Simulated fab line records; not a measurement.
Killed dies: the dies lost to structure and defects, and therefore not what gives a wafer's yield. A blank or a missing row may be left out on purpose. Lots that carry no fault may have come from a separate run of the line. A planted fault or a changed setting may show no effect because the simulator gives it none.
A struck lot beside a sound one	flow sky130	43 steps out of a route of 708
Sound: the wafers L729.3, L729.4, L729.5. The struck wafers were L745.1, L745.3, L745.6. At the end, the cause is stated.
At each step with rows: each side's tool, then ch and its chambers, then its first start. Under that, the readings that differ: sound wafers	struck wafers	difference of the means	sigmas: that difference in standard deviations of wafers without a fault.
alike: same words and numbers on both sides, and readings whose means sit less than 2 such deviations apart. not compared: any withheld reading, any reading some wafer has no value for, any bound like >300 that may hide the same value, and any number with overlapping values for which the record gives no deviation.
A row with sigmas, a row that says differs or no value, or rows on one side alone: a step with any of these is where the two part. When numbers do not overlap yet have no deviation, they are printed without sigmas and do not part them. Lack of a reading on every wafer of one side parts them only where that side has two or more wafers.

first, 5 steps without rows for these wafers: SKY_VIA2_STRIP_16 (strips in O2/N2); SKY_VIA2_STRIP_17 (strips in post etch residue remover, time 1200 s); SKY_VIA2_CLEAN_18 (cleans in IPA, time 180 s); SKY_VIA2_CLEAN_19 (cleans in O3/DIW); SKY_VIA2_SPUTTER_20 (material TiN, target thk 20 nm, time 80 s).
SKY_VIA2_CVD_21: deposits W, target thk 420 nm, time 126.4 s.
  sound on cvd_w-02 ch 0,1, day 36 00:14; struck on cvd_w-01 ch 0,1, day 41 01:14
  alike: heater_power_w
SKY_VIA2_RS_MEAS_22: a four-point-probe measurement.
  sound: film_metro-02 at day 36 00:22; struck: film_metro-03 at day 41 01:22
reading	sound	struck	difference	sigmas
VIA2_W_RS (ohm/sq)	0.265 0.254 0.254	0.269 0.270 0.270	+0.012	+2
SKY_VIA2_THK_MEAS_23: measures by xrf.
  sound: film_metro-02 at day 36 00:28; struck: film_metro-03 at day 41 01:29
  alike: VIA2_W_THK
SKY_VIA2_CMP_24: polishes, stops on SiO2, t overpolish 20 s, target thk 0 nm.
  sound on cmp-01 ch 0,3, day 36 00:30; struck on cmp-01 ch 0,3, day 41 01:33
  alike: motor_current_A, overpolish_run_s, time_to_endpoint_s
SKY_METAL3_SPUTTER_00: material Ti, target thk 15 nm, time 10 s.
  sound: pvd_sputter-02 at day 36 00:48; struck: pvd_sputter-04 at day 41 01:51
  alike: throttle_valve_pct
SKY_METAL3_SPUTTER_01: material TiN, target thk 20 nm, time 16.7 s.
  sound: pvd_sputter-02 at day 36 00:50; struck: pvd_sputter-04 at day 41 01:52
  alike: throttle_valve_pct
then, 1 step without rows for these wafers: SKY_METAL3_SPUTTER_02 (material AlCu, target thk 735 nm, time 39.1 s).
SKY_METAL3_SPUTTER_03: material Ti, target thk 5 nm, time 3.3 s.
  sound: pvd_sputter-02 at day 36 00:53; struck: pvd_sputter-04 at day 41 01:56
  alike: throttle_valve_pct
then, 2 steps without rows for these wafers: SKY_METAL3_SPUTTER_04 (material TiN, target thk 70 nm, time 58.3 s); SKY_CAPM_CVD_00 (deposits SiO2, target thk 15.5 nm).
SKY_CAPM_THK_MEAS_01:
  sound: film_metro-04 at day 36 01:00; struck: film_metro-01 at day 41 02:02
  alike: CAPM_CVD_00_THK
then, 1 step without rows for these wafers: SKY_CAPM_SPUTTER_02 (material TiN, target thk 200 nm, time 166.7 s).
SKY_CAPM_RS_MEAS_03: a four-point-probe measurement.
  sound: film_metro-02 at day 36 01:11; struck: film_metro-04 at day 41 02:12
  alike: CAPM_TIN_RS
SKY_CAPM_THK_MEAS_04: measures by xrf.
  sound: film_metro-02 at day 36 01:17; struck: film_metro-04 at day 41 02:19
  alike: CAPM_TIN_THK
then, 7 steps without rows for these wafers: SKY_CAPM_DEHYDRATE_05 (time 60 s); SKY_CAPM_HMDS_06 (prime time 60 s); SKY_CAPM_COAT_07 (resist thk 1140 nm); SKY_CAPM_SOFTBAKE_08 (time 60 s); SKY_CAPM_EXPOSE_09 (exposes mask CAPM, target cd 1000 nm); SKY_CAPM_PEB_10; SKY_CAPM_DEVELOP_11 (develop time 60 s).
SKY_CAPM_OVL_MEAS_12:
  sound: overlay-01 at day 37 03:20; struck: overlay-01 at day 42 01:34
  alike: CAPM_OVL
then, 1 step without rows for these wafers: SKY_CAPM_METAL_ETCH_13 (etches TiN in Cl2/BCl3, stops on SiO2, target depth 220 nm, time 62.9 s).
SKY_CAPM_STRIP_14: strips in O2/N2.
  sound on plasma_asher-03 ch 0,1, day 37 03:28; struck on plasma_asher-02 ch 0,1, day 42 01:41
  alike: drypump_motor_current_A, oes_product_au, strip_time_to_endpoint_s
  not compared: rf_hours_counter_h
then, 11 steps without rows for these wafers: SKY_CAPM_STRIP_15 (strips in post etch residue remover, time 1200 s); SKY_CAPM_CLEAN_16 (cleans in IPA, time 180 s); SKY_CAPM_CLEAN_17 (cleans in O3/DIW); SKY_METAL3_DEHYDRATE_05 (time 60 s); SKY_METAL3_HMDS_06 (prime time 60 s); SKY_METAL3_COAT_07 (resist thk 60 nm); SKY_METAL3_COAT_08 (resist thk 1140 nm); SKY_METAL3_SOFTBAKE_09 (time 90 s); SKY_METAL3_EXPOSE_10 (exposes mask MM3, target cd 300 nm); SKY_METAL3_PEB_11; SKY_METAL3_DEVELOP_12 (develop time 60 s).
SKY_METAL3_CD_MEAS_13: target cd 300 nm.
  sound: cd_sem-01 at day 38 05:58; struck: cd_sem-01 at day 43 00:53
reading	sound	struck	difference	sigmas
cd_nm (nm)	298.5 300.0 300.1	303.1 301.3 303.1	+3.0	+2
SKY_METAL3_OVL_MEAS_14:
  sound: overlay-02 at day 38 06:04; struck: overlay-01 at day 43 01:00
  alike: METAL3_OVL
-- the record jumps here: 6 days lie between the struck wafers' starts before and after (it left off in module METAL3 and takes up again in module PAD_OPEN, whose first step shown is number 708 of the route) --
SKY_PAD_OPEN_PROBE_99:
  sound: prober-02 at day 45 12:45; struck: prober-01 at day 49 10:41
reading	sound	struck	difference	sigmas
hold	- - -	await_dispo/7.3h/release await_dispo/7.3h/release await_dispo/7.3h/release	no value on the sound wafers	
defect_limited_yield (%)	82.7 83.5 81.1	81.5 71.7 67.5	-8.9	-4
killed_at_M0_to_M3	43 45 47	61 102 103	+44	+6
killed_dies	85 81 93	91 139 160	+44	+4
sort_bin_3_pad_short (%)	1.6 0.8 1.4	1.6 4.3 2.4	+1.5	+4
sort_bin_5_function (%)	9.8 10.4 12.4	11.0 17.9 20.9	+5.7	+4
sort_n_pass	407 411 399	401 353 332	-44	-4
sort_yield_pct (%)	82.7 83.5 81.1	81.5 71.7 67.5	-8.9	-4
  alike: killed_at_M4_up, killed_at_contacts, killed_at_front_end, killed_at_other, killed_open, killed_short, sort_bin_6_memory
  not compared: model.etest.tester.sort_n_pass, model.etest.tester.sort_yield_pct, model.etest.tester.sort_bin_5_pct, model.etest.tester.sort_bin_3_pct

## WHERE THEY PART
At SKY_VIA2_RS_MEAS_22 first; at SKY_PAD_OPEN_PROBE_99 last (within this record only).

WHY: what had been put in by the simulator
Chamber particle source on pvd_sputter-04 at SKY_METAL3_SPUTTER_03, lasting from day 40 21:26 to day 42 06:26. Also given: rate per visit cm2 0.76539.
